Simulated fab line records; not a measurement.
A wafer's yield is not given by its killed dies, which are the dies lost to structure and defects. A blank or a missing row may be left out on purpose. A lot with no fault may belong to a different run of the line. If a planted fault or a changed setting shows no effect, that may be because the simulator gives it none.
fab line records -- flow sky130
record lots=6, wafers=18, last_day=50
route steps=708 shown METAL2@495 VIA2@507 PAD_OPEN@708
lots that met no fault: taken from a fault-free run of the same line
start_h: start of the lot's first displayed wafer, in hours after the record's first day -- wait_h: hours since the lot's step before -- " the same as in the row above -- L1.1+2: a row that stands for several wafers -- - no value, or no start given -- * or withheld: withheld -- < > ~ a bound
route shown NAME@n: a module of which the file shows steps, and the number in the route of the first -- usual: average and standard deviation across the fault-free wafers -- same: alike in all rows -- chamber/n: place in a boat -- sites: each site's reading -- _std_site: standard deviation across them -- _edge_site: inner sites' mean taken away from outer sites' mean -- radius_mm: how far each site lies from the wafer's centre -- mask NAME#n: copy n -- behind: the most recent tool/chamber to have shaped the wafer -- hold: why the lot was held/for how many hours/how that ended -- device: which transistor (n, p or np) failed to switch -- end of line: the same wafers' tests at the end of the route -- for a step that has no rows: nothing shown but its recipe -- killed: the dies lost at the first sort to structure and to defects; this is not the yield of the wafer -- map: a wafer's dies, x killed, . not, _ none there
set.NAME: setting as actually run; set.NAME@STEP: the setting as run at that earlier step -- model.NAME: the simulator's own value behind a step, which no gauge read
lots at selected steps of the route; one table per step, one row per wafer
services: a tool's chamber out of use, with start hour (start_h, from the record's first day; less than 0 if before it), hours out, and reason
## steps
# step SKY_METAL2_EXPOSE_12
# recipe mask_id=MM2, na=0.8, source_shape=annular, sigma_inner=0.55, sigma_outer=0.85, target_cd_nm=140, dose_mj=28
# step SKY_METAL2_PEB_13
# recipe peb_temp_c=withheld, peb_time_s=withheld, resist=KrF-thick
# step SKY_METAL2_DEVELOP_14
# recipe develop_time_s=60, resist=KrF-thick, dev_temp_c=21
# step SKY_METAL2_CD_MEAS_15
# recipe target_cd_nm=140
# usual cd_nm=139.9/1.6
lot.wafer,tool,chamber,start_h,wait_h,cd_nm
L746.3,cd_sem-02,-,846.39,-,139.3
L746.5,cd_sem-02,-,846.39,-,138.6
L746.6,cd_sem-02,-,846.39,-,138.9
L748.1,cd_sem-01,-,858.12,-,139.4
L748.2,cd_sem-01,-,858.12,-,139.2
L748.6,cd_sem-01,-,858.12,-,139.7
L753.3,cd_sem-02,-,897.96,-,137.8
L753.4,cd_sem-02,-,897.96,-,138.7
L753.5,cd_sem-02,-,897.96,-,138.3
L754.2,cd_sem-02,-,903.16,-,138.2
L754.4,cd_sem-02,-,903.16,-,138.5
L754.6,cd_sem-02,-,903.16,-,137.1
L763.2,cd_sem-01,-,986.13,-,137.9
L763.3,cd_sem-01,-,986.13,-,140.3
L763.6,cd_sem-01,-,986.13,-,138.9
L765.2,cd_sem-01,-,986.62,-,138.1
L765.4,cd_sem-01,-,986.62,-,137.1
L765.6,cd_sem-01,-,986.62,-,136.3
# step SKY_METAL2_OVL_MEAS_16
# usual METAL2_OVL=2/4.9
lot.wafer,tool,chamber,start_h,wait_h,METAL2_OVL[nm]
L746.3,overlay-01,-,846.48,0.1,-1
L746.5,overlay-01,-,846.48,0.1,3
L746.6,overlay-01,-,846.48,0.1,4
L748.1,overlay-02,-,858.24,0.1,-1
L748.2,overlay-02,-,858.24,0.1,0
L748.6,overlay-02,-,858.24,0.1,1
L753.3,overlay-02,-,898.05,0.1,5
L753.4,overlay-02,-,898.05,0.1,6
L753.5,overlay-02,-,898.05,0.1,1
L754.2,overlay-01,-,903.26,0.1,5
L754.4,overlay-01,-,903.26,0.1,12
L754.6,overlay-01,-,903.26,0.1,10
L763.2,overlay-01,-,986.23,0.1,0
L763.3,overlay-01,-,986.23,0.1,2
L763.6,overlay-01,-,986.23,0.1,-1
L765.2,overlay-02,-,986.73,0.1,-4
L765.4,overlay-02,-,986.73,0.1,-3
L765.6,overlay-02,-,986.73,0.1,-2
# step SKY_METAL2_DESCUM_17
# recipe chemistry=O2, source_power_w=150, bias_power_w=0, pressure_mtorr=10, temp_c=40, time_s=8
# usual drypump_motor_current_A=5.8/0.45, oes_product_au=1.000/0.0077
lot.wafer,tool,chamber,start_h,wait_h,drypump_motor_current_A,oes_product_au,rf_hours_counter_h
L746.3,rie_metal-01,0,846.52,0.0,5.4,1.003,-
L746.5,rie_metal-01,1,846.52,0.0,5.3,1.004,-
L746.6,rie_metal-01,0,846.52,0.0,5.4,1.008,-
L748.1,rie_metal-01,0,858.27,0.0,5.4,0.994,15
L748.2,rie_metal-01,1,858.27,0.0,5.3,1.006,9
L748.6,rie_metal-01,0,858.27,0.0,5.4,1.008,-
L753.3,rie_metal-04,1,898.09,0.0,6.0,1.013,-
L753.4,rie_metal-04,0,898.09,0.0,6.3,1.008,-
L753.5,rie_metal-04,0,898.09,0.0,6.4,1.014,-
L754.2,rie_metal-01,0,903.29,0.0,5.4,0.998,16
L754.4,rie_metal-01,1,903.29,0.0,5.3,0.987,-
L754.6,rie_metal-01,1,903.29,0.0,5.3,0.994,-
L763.2,rie_metal-04,1,986.26,0.0,6.0,0.991,5
L763.3,rie_metal-04,0,986.26,0.0,6.3,1.005,-
L763.6,rie_metal-04,0,986.26,0.0,6.3,1.012,-
L765.2,rie_metal-01,1,986.76,0.0,5.3,0.991,16
L765.4,rie_metal-01,0,986.76,0.0,5.4,0.982,-
L765.6,rie_metal-01,0,986.76,0.0,5.4,0.993,-
# step SKY_METAL2_ETCH_18
# recipe chemistry=N2/H2, target=BARC, ion_energy_ev=200, bias_w=100, pressure_mtorr=30, n2_flow_sccm=100, h2_flow_sccm=200, icp_w=500, stop_on=SiO2, time_s=45.9, target_depth_a=600
# usual drypump_motor_current_A=5.8/0.45, oes_product_au=0.855/0.005, throttle_valve_pct=13.224/0.0083
lot.wafer,tool,chamber,start_h,wait_h,drypump_motor_current_A,oes_product_au,rf_hours_counter_h,throttle_valve_pct
L746.3,rie_metal-01,0,846.56,0.0,5.5,0.854,-,13.214
L746.5,rie_metal-01,1,846.56,0.0,5.3,0.859,-,13.228
L746.6,rie_metal-01,0,846.56,0.0,5.4,0.865,-,13.214
L748.1,rie_metal-01,0,858.31,0.0,5.4,0.850,15,13.236
L748.2,rie_metal-01,1,858.31,0.0,5.3,0.857,9,13.206
L748.6,rie_metal-01,0,858.31,0.0,5.4,0.851,-,13.216
L753.3,rie_metal-04,1,898.13,0.0,6.0,0.848,-,13.233
L753.4,rie_metal-04,0,898.13,0.0,6.4,0.857,-,13.239
L753.5,rie_metal-04,0,898.13,0.0,6.4,0.858,-,13.228
L754.2,rie_metal-01,0,903.32,0.0,5.5,0.859,16,13.207
L754.4,rie_metal-01,1,903.32,0.0,5.3,0.854,-,13.234
L754.6,rie_metal-01,1,903.32,0.0,5.3,0.857,-,13.222
L763.2,rie_metal-04,1,986.29,0.0,6.0,0.856,5,13.230
L763.3,rie_metal-04,0,986.29,0.0,6.3,0.852,-,13.213
L763.6,rie_metal-04,0,986.29,0.0,6.3,0.862,-,13.240
L765.2,rie_metal-01,1,986.79,0.0,5.3,0.853,16,13.234
L765.4,rie_metal-01,0,986.79,0.0,5.5,0.856,-,13.212
L765.6,rie_metal-01,0,986.79,0.0,5.4,0.858,-,13.225
# step SKY_METAL2_METAL_ETCH_19
# recipe target_depth_a=3600, stop_on=SiO2, over_etch_frac=0.3, time_s=78, chemistry=Cl2/BCl3, resist_sidewall_deg=88, pressure_mtorr=10, icp_w=900, bias_w=48.5, Cl2_flow_sccm=60, bcl3_flow_sccm=30
# usual drypump_motor_current_A=5.8/0.45, oes_product_au=0.850/0.0093, throttle_valve_pct=22.265/0.0094
lot.wafer,tool,chamber,start_h,wait_h,drypump_motor_current_A,oes_product_au,rf_hours_counter_h,throttle_valve_pct
L746.3,rie_metal-01,0,846.63,0.1,5.4,0.839,-,22.280
L746.5,rie_metal-01,1,846.63,0.1,5.3,0.847,-,22.264
L746.6,rie_metal-01,0,846.63,0.1,5.4,0.847,-,22.273
L748.1,rie_metal-01,0,858.37,0.0,5.4,0.860,15,22.275
L748.2,rie_metal-01,1,858.37,0.0,5.3,0.845,9,22.262
L748.6,rie_metal-01,0,858.37,0.0,5.4,0.866,-,22.257
L753.3,rie_metal-04,1,898.20,0.1,6.0,0.850,-,22.261
L753.4,rie_metal-04,0,898.20,0.1,6.3,0.844,-,22.278
L753.5,rie_metal-04,0,898.20,0.1,6.3,0.848,-,22.247
L754.2,rie_metal-01,0,903.39,0.0,5.4,0.844,16,22.271
L754.4,rie_metal-01,1,903.39,0.0,5.3,0.837,-,22.260
L754.6,rie_metal-01,1,903.39,0.0,5.3,0.873,-,22.257
L763.2,rie_metal-04,1,986.36,0.0,6.0,0.857,5,22.265
L763.3,rie_metal-04,0,986.36,0.0,6.3,0.863,-,22.263
L763.6,rie_metal-04,0,986.36,0.0,6.3,0.865,-,22.255
L765.2,rie_metal-01,1,986.85,0.0,5.3,0.864,16,22.259
L765.4,rie_metal-01,0,986.85,0.0,5.4,0.841,-,22.252
L765.6,rie_metal-01,0,986.85,0.0,5.4,0.842,-,22.263
# step SKY_METAL2_STRIP_20
# recipe chemistry=O2/N2, power_w=1400, pressure_mtorr=1500, platen_temp_c=withheld, o2_flow_sccm=3000, n2_flow_sccm=300, overash_fraction=0.5
# usual drypump_motor_current_A=5.9/0.52, o2_flow_sccm=3001/9, oes_product_au=0.343/0.0049, strip_time_to_endpoint_s=2.69/0.03
lot.wafer,tool,chamber,start_h,wait_h,drypump_motor_current_A,o2_flow_sccm,oes_product_au,rf_hours_counter_h,strip_time_to_endpoint_s
L746.3,plasma_asher-03,1,846.72,0.1,6.5,2996,0.341,-,2.65
L746.5,plasma_asher-03,1,846.72,0.1,6.5,2991,0.339,-,2.69
L746.6,plasma_asher-03,0,846.72,0.1,5.5,2993,0.341,-,2.67
L748.1,plasma_asher-04,0,858.46,0.1,6.2,3003,0.334,42,2.63
L748.2,plasma_asher-04,1,858.46,0.1,5.1,2996,0.345,42,2.65
L748.6,plasma_asher-04,0,858.46,0.1,6.2,3001,0.345,-,2.64
L753.3,plasma_asher-04,0,898.29,0.1,6.1,2996,0.344,-,2.72
L753.4,plasma_asher-04,1,898.29,0.1,5.1,2996,0.340,-,2.65
L753.5,plasma_asher-04,0,898.29,0.1,6.1,2992,0.349,-,2.67
L754.2,plasma_asher-03,1,903.48,0.1,6.5,3019,0.347,99,2.68
L754.4,plasma_asher-03,1,903.48,0.1,6.5,3026,0.348,-,2.72
L754.6,plasma_asher-03,0,903.48,0.1,5.5,3003,0.351,-,2.74
L763.2,plasma_asher-02,1,986.45,0.1,6.5,3008,0.342,23,2.71
L763.3,plasma_asher-02,0,986.45,0.1,5.5,3005,0.349,-,2.67
L763.6,plasma_asher-02,1,986.45,0.1,6.5,2995,0.343,-,2.66
L765.2,plasma_asher-02,0,986.94,0.1,5.4,2989,0.343,23,2.71
L765.4,plasma_asher-02,0,986.94,0.1,5.4,2994,0.347,-,2.68
L765.6,plasma_asher-02,1,986.94,0.1,6.5,3001,0.349,-,2.74
# step SKY_METAL2_STRIP_21
# recipe chemistry=post_etch_residue_remover, time_s=1200, temp_c=72.5
# step SKY_METAL2_CLEAN_22
# recipe chemistry=IPA, time_s=180, temp_c=25
# step SKY_METAL2_CLEAN_23
# recipe chemistry=O3/DIW, dry=n2_spin
# step SKY_VIA2_HDPCVD_00
# recipe material=SiO2, target_thk_nm=1180, sigma_open_frac=0.3, time_s=192.2, temp_c=400, sih4_flow_sccm=60, pressure_mtorr=6
# usual pressure_mtorr=6.000/0.011, sih4_flow_sccm=59.98/0.19
lot.wafer,tool,chamber,start_h,wait_h,pressure_mtorr,sih4_flow_sccm,model.SiO2_of_VIA2_HDPCVD_00.thk_nm
L746.3,hdpcvd-01,0,847.28,0.0,5.998,60.13,1157
L746.5,hdpcvd-01,1,847.28,0.0,6.006,60.12,1153
L746.6,hdpcvd-01,2,847.28,0.0,6.013,59.84,1163
L748.1,hdpcvd-01,2,859.05,0.0,5.991,59.88,1164
L748.2,hdpcvd-01,0,859.05,0.0,6.020,60.00,1176
L748.6,hdpcvd-01,1,859.05,0.0,6.007,60.01,1160
L753.3,hdpcvd-01,1,898.86,0.0,6.009,59.89,1163
L753.4,hdpcvd-01,2,898.86,0.0,5.999,89.91,1718
L753.5,hdpcvd-01,1,898.86,0.0,6.002,59.99,1160
L754.2,hdpcvd-01,1,904.07,0.0,5.992,60.28,1160
L754.4,hdpcvd-01,0,904.07,0.0,5.983,60.40,1161
L754.6,hdpcvd-01,2,904.07,0.0,5.995,89.86,1734
L763.2,hdpcvd-01,1,987.07,0.0,6.010,60.03,1154
L763.3,hdpcvd-01,0,987.07,0.0,6.007,59.93,1157
L763.6,hdpcvd-01,0,987.07,0.0,6.000,59.70,1163
L765.2,hdpcvd-01,0,987.57,0.0,5.998,59.59,1156
L765.4,hdpcvd-01,0,987.57,0.0,5.992,60.07,1152
L765.6,hdpcvd-01,2,987.57,0.0,6.000,60.17,1146
# step SKY_VIA2_THK_MEAS_01
# recipe reads=SiO2_of_VIA2_HDPCVD_00
# usual VIA2_HDPCVD_THK=1152/9.3
lot.wafer,tool,chamber,start_h,wait_h,VIA2_HDPCVD_THK[nm]
L746.3,film_metro-03,-,847.43,0.1,1158
L746.5,film_metro-03,-,847.43,0.1,1154
L746.6,film_metro-03,-,847.43,0.1,1164
L748.1,film_metro-03,-,859.18,0.1,1165
L748.2,film_metro-03,-,859.18,0.1,1177
L748.6,film_metro-03,-,859.18,0.1,1160
L753.3,film_metro-01,-,899.01,0.1,1163
L753.4,film_metro-01,-,899.01,0.1,1717
L753.5,film_metro-01,-,899.01,0.1,1159
L754.2,film_metro-02,-,904.22,0.1,1160
L754.4,film_metro-02,-,904.22,0.1,1161
L754.6,film_metro-02,-,904.22,0.1,1734
L763.2,film_metro-02,-,987.21,0.1,1154
L763.3,film_metro-02,-,987.21,0.1,1158
L763.6,film_metro-02,-,987.21,0.1,1162
L765.2,film_metro-03,-,987.70,0.1,1156
L765.4,film_metro-03,-,987.70,0.1,1152
L765.6,film_metro-03,-,987.70,0.1,1147
# step SKY_VIA2_CMP_02
# recipe material=SiO2, down_force_psi=4, platen_rpm=60, pad_velocity_m_s=0.94248
# usual head_pressure_psi=4.001/0.0099, motor_current_A=12.7/1.1
lot.wafer,tool,chamber,start_h,wait_h,head_pressure_psi,motor_current_A
L746.3,cmp-02,1,847.52,0.1,3.996,12.5
L746.6,cmp-02,0,847.52,0.1,4.003,10.8
L746.5,cmp-02,1,847.52,0.1,4.010,12.9
L748.1,cmp-02,3,859.24,0.1,3.990,11.0
L748.2,cmp-02,2,859.24,0.1,4.012,13.8
L748.6,cmp-02,0,859.24,0.1,3.988,11.5
L753.3,cmp-02,1,899.10,0.1,4.002,12.3
L753.4,cmp-02,2,899.10,0.1,4.009,13.7
L753.5,cmp-02,0,899.10,0.1,3.996,11.0
L754.4,cmp-02,2,904.27,0.0,4.009,13.7
L754.2,cmp-02,3,904.27,0.0,3.993,11.8
L754.6,cmp-02,3,904.27,0.0,4.000,11.0
L763.3,cmp-01,0,987.31,0.1,4.022,12.5
L763.2,cmp-01,2,987.31,0.1,4.001,14.1
L763.6,cmp-01,3,987.31,0.1,3.988,12.0
L765.2,cmp-01,2,987.91,0.2,4.016,14.0
L765.4,cmp-01,3,987.91,0.2,4.000,12.4
L765.6,cmp-01,2,987.91,0.2,3.990,13.6
# step SKY_PAD_OPEN_PROBE_99
# usual defect_limited_yield=82.5/1.8, killed_at_M0_to_M3=43/5.9, killed_at_M4_up=3.3/1.9, killed_at_contacts=24/5.6, killed_at_front_end=15/4.1, killed_at_other=0.4/0.66, killed_dies=86/9, killed_open=47/6.9, killed_short=39/6.2, sort_bin_3_pad_short=0.9/0.45, sort_bin_5_function=10.3/1.4, sort_bin_6_memory=6.3/1.2, sort_n_pass=406/9, sort_yield_pct=82.5/1.8
# same gross_dies=492, killed_at_back_side=0, sort_bin_4_leakage[%]=0, sort_bin_8_speed[%]=0
lot.wafer,tool,chamber,start_h,wait_h,defect_limited_yield[%],killed_at_M0_to_M3,killed_at_M4_up,killed_at_contacts,killed_at_front_end,killed_at_other,killed_dies,killed_open,killed_short,sort_bin_3_pad_short[%],sort_bin_5_function[%],sort_bin_6_memory[%],sort_n_pass,sort_yield_pct[%]
L746.3,prober-01,-,1096.63,0.2,81.3,52,1,25,13,1,92,52,40,1.4,10.6,6.7,400,81.3
L746.5,prober-01,-,1096.73,0.2,83.5,39,5,17,20,0,81,43,38,0.4,10.8,5.3,411,83.5
L746.6,prober-01,-,1096.78,0.2,81.1,51,3,27,12,0,93,47,46,1.0,11.6,6.3,399,81.1
# killed by level:class
L746.3 CONTACT:geometric_particle:open=14 METAL1:geometric_particle:short=10 LI_CONTACT:geometric_particle:open=9 VIA2:geometric_particle:open=9 VIA1:geometric_particle:open=8 VIA1:geometric_particle:short=6 METAL3:geometric_particle:short=6 METAL2:geometric_particle:short=5
L746.5 VIA1:geometric_particle:open=14 FIELD_ISO:geometric_particle:open=6 CONTACT:geometric_particle:open=6 METAL1:geometric_particle:short=6 FIELD_ISO:geometric_particle:short=5 LI_CONTACT:geometric_particle:open=5 POLY_GATE:geometric_particle:open=4 METAL4:geometric_particle:short=4
L746.6 VIA1:geometric_particle:open=11 LI_CONTACT:geometric_particle:open=10 VIA2:geometric_particle:open=7 VIA2:geometric_particle:short=7 VIA3:geometric_particle:open=6 CONTACT:geometric_particle:short=6 CONTACT:geometric_particle:open=6 METAL1:geometric_particle:short=6
## services
tool,chamber,start_h,hours,kind
hdpcvd-01,-,843.19,2.8,pm
rie_metal-04,1,849.93,-,clean
rie_metal-04,1,849.93,15.9,scheduled_down
rie_metal-04,1,849.93,15.9,vent_cycle
rie_metal-01,-,854.11,0.7,repair
plasma_asher-02,-,896.95,15.6,pm
rie_metal-01,0,905.86,4.1,repair
rie_metal-01,-,908.66,3.4,repair
cmp-02,-,912.02,4.0,pm
rie_metal-01,0,913.69,-,clean
rie_metal-01,0,913.69,17.4,scheduled_down
rie_metal-01,0,913.69,17.4,vent_cycle
cmp-01,-,923.74,1.1,repair
cmp-01,-,925.22,0.6,repair
rie_metal-04,-,944.86,15.6,pm
hdpcvd-01,-,950.25,15.0,pm
hdpcvd-01,0,950.25,15.0,vent_cycle
hdpcvd-01,1,950.25,15.0,vent_cycle
hdpcvd-01,2,950.25,15.0,vent_cycle
cmp-02,-,952.55,3.2,repair
rie_metal-01,-,952.88,0.2,repair
hdpcvd-01,0,965.25,-,clean
cmp-01,-,974.46,7.8,pm
plasma_asher-03,-,983.04,53.2,repair
## key
first_sign step=SKY_VIA2_HDPCVD_00, reading=sih4_flow_sccm, direction=up, sigmas=99+, usual=59.98, struck=89.88
effect step=SKY_VIA2_THK_MEAS_01, reading=VIA2_HDPCVD_THK, direction=up, sigmas=61, usual=1152, struck=1726
model_effect step=SKY_VIA2_HDPCVD_00, value=SiO2_of_VIA2_HDPCVD_00.thk_nm, without=1149, struck=1726
met_at SKY_VIA2_HDPCVD_00
struck_wafers L753.4,L754.6
onset_between 859.05 898.86
fault kind=process_parameter_drift, tool=hdpcvd-01, chamber=2, onset_h=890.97, steps=SKY_VIA2_HDPCVD_00, channel=sih4_flow_sccm, offset=30, shape=step, end_h=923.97, acts_in=these_recipes_only, stated=60
